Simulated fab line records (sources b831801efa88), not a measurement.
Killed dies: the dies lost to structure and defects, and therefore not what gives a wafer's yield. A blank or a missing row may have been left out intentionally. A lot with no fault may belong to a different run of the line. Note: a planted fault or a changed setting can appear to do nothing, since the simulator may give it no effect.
Matching of chambers :: flow gf180mcu :: cmp-01 running GF_STI_CMP_25: 4 sister chambers
The step polishes, stops on Si3N4, t overpolish 33 s, target thk 524.6 nm. 4 wafers are shown with their chamber, then 12 later ones without.

WAFERS PAIRED WITH THEIR CHAMBERS
wafer: L089.1
chamber: 3
time_to_endpoint_s (s): 119

wafer: L089.2
chamber: 2
time_to_endpoint_s (s): 119

wafer: L090.5
chamber: 0
time_to_endpoint_s (s): 111

wafer: L090.6
chamber: 1
time_to_endpoint_s (s): 118

WAFERS MISSING THEIR CHAMBER
wafer: L091.1
time_to_endpoint_s (s): 111

wafer: L091.3
time_to_endpoint_s (s): 113

wafer: L091.6
time_to_endpoint_s (s): 114

wafer: L092.3
time_to_endpoint_s (s): 111

wafer: L092.4
time_to_endpoint_s (s): 116

wafer: L092.6
time_to_endpoint_s (s): 115

wafer: L093.1
time_to_endpoint_s (s): 111

wafer: L093.3
time_to_endpoint_s (s): 119

wafer: L093.4
time_to_endpoint_s (s): 114

wafer: L095.1
time_to_endpoint_s (s): 110

wafer: L095.3
time_to_endpoint_s (s): 114

wafer: L095.6
time_to_endpoint_s (s): 115

CHAMBER TAKEN BY EACH
wafer: L091.1
from the rows above: 0
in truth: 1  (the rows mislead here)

wafer: L091.3
from the rows above: can't be placed: 0 or 1 or 2 or 3
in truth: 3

wafer: L091.6
from the rows above: can't be placed: 0 or 1 or 2 or 3
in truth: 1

wafer: L092.3
from the rows above: 0
in truth: 0

wafer: L092.4
from the rows above: can't be placed: 1 or 2 or 3 or 0
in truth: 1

wafer: L092.6
from the rows above: can't be placed: 1 or 0 or 2 or 3
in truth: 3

wafer: L093.1
from the rows above: 0
in truth: 0

wafer: L093.3
from the rows above: can't be placed: 2 or 3 or 1
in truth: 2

wafer: L093.4
from the rows above: can't be placed: 0 or 1 or 2 or 3
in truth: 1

wafer: L095.1
from the rows above: 0
in truth: 0

wafer: L095.3
from the rows above: can't be placed: 0 or 1 or 2 or 3
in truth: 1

wafer: L095.6
from the rows above: can't be placed: 1 or 0 or 2 or 3
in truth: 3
Correct placement for 3 of the 12. These rows do not allow placing 8 (true chamber among the candidates in 8). Placed wrongly: 1.
How it was worked out, from the rows above alone: a wafer's distance from a chamber is the root of the sum, over the readings, of the square of ((its reading less the chamber's mean) divided by the reading's scatter). The wafer belongs to the nearest chamber; if the next one is less than 2 further off, it can't be placed. The mean given for a chamber averages the wafers shown for that chamber. The scatter: root of mean squared gap, hidden wafer to nearest shown wafer, with one shown wafer a chamber.
